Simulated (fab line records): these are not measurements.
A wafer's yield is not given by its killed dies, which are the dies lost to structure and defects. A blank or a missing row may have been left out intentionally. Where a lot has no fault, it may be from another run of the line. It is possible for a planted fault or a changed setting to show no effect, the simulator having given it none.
Code-filled problem report in 8D (eight disciplines) form -- flow gf180mcu -- the parts of the form that need people (team, actions taken, sign-off) are left out

## 1. WHAT WENT WRONG
MIM_ALCU_RS at GF_MIM_RS_MEAS_10 reads a mean of 0.1676 ohm/sq on 1 wafer of 1 lot; wafers without a fault read 0.1603 ohm/sq with a standard deviation of 0.0016. Measured from the usual mean, that is +4.6 standard deviations.
The step: measures by four-point-probe.
The first sign was on wafer L971.2 at day 27 08:19, on film-metro-02. The record has a number at this step for 33 wafers belonging to 11 lots. The rule behind "out" and "out of limits": a value lying over 4 standard deviations away from the usual mean. The other wafers with a number count as sound.

## 2. WHAT IT IS, AND WHAT IT ISN'T
question,is,is not
which readings at this step,MIM_ALCU_RS,-
which lots,L971,"L964, L968, L975, L976, L978, L982, L983, L984, L985, L986"
which wafers of those lots,L971.2,"L971.3, L971.4"
read on which gauges,film-metro-02,"film-metro-03, film-metro-04"
when,from day 27 08:19,"up to then (8 sound wafers); but 24 sound wafers of L975, L976, L978, L982, L983, L984, L985, L986 came after"

## 3. SUSPECTS, AND WHAT RULES EACH OUT
Counting: a tool at a process step up to the reading stays a suspect if it ran every lot that is out. Sound lots after the first of them don't rule it out here, since some wafers of a struck lot are sound.
- the gauge at GF_MIM_RS_MEAS_10 has been ruled out. All the wafers that are out were read on film-metro-02, but those of them that GF_MIM_SPUTTER_08 has rows for are out there too, on other tools.
- pvd-sputter-04 at GF_M4_SPUTTER_00 (material Ti, target thk 37.5 nm, time 150 s): kept. It ran the lot that is out, L971 (day 25 11:04).
- pecvd-03 at GF_V4_CVD_02 (deposits SiO2 from TEOS, target thk 850 nm, time 94.851 s): kept. It ran the lot that is out, L971 (day 26 09:22).
- pvd-sputter-01 at GF_MIM_SPUTTER_08 (material AlCu, target thk 200 nm, time 10.6 s): kept. L971, the lot that is out, went through it at day 27 08:14; up to then, the latest sound lot through it was L968 at day 26 05:47. On those wafers its own readings are out: cathode-dc-power-W.
The count leaves pvd-sputter-04 at GF_M4_SPUTTER_00, pecvd-03 at GF_V4_CVD_02, and pvd-sputter-01 at GF_MIM_SPUTTER_08.

## 4. THE CAUSE (what the simulator had put in)
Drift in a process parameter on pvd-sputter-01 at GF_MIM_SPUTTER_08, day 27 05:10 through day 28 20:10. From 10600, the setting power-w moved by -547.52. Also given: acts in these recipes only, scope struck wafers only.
Of the 3 suspects that counting leaves, this tool is one.

## 5. SEQUENCE OF EFFECTS, ordered by route
One row per reading whose mean, taken over the struck wafers that have a number, lies over 3 standard deviations from the usual. Only readings whose record carries a usual standard deviation are examined. hours: median over the lots of the time between each lot's start at the first step of this table that gives one and its start at this step. sigmas: the change, counted in usual standard deviations.
hours,step,reading,usual,on struck wafers,change,sigmas
0,GF_MIM_SPUTTER_08,cathode-dc-power-W,10600 W,10055,-545,-99 or more
0,GF_MIM_RS_MEAS_10,MIM_ALCU_RS,0.1603 ohm/sq,0.1676,+0.0073,+4.6
0,GF_MIM_THK_MEAS_11,MIM_ALCU_THK,202.3 nm,194.3,-8.0,-4.0
Process steps it contains:
- GF_MIM_SPUTTER_08: material AlCu, target thk 200 nm, time 10.6 s.

## 6. HOW IT WOULD HAVE BEEN CAUGHT EARLIER
In this record the first reading out of limits at a measuring or inspecting step was taken at day 27 08:19, 3 hours after the fault began at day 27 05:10.
At GF_MIM_SPUTTER_08, the tool's own readings (cathode-dc-power-W) were out on each struck wafer the step has a row for, so an alarm limit on them would have fired on the first such wafer.
By day 27 08:19 the whole set of lots that are out, 1 in number, had already begun GF_MIM_SPUTTER_08 on pvd-sputter-01. Holding the tool at that point would not have protected any of them.
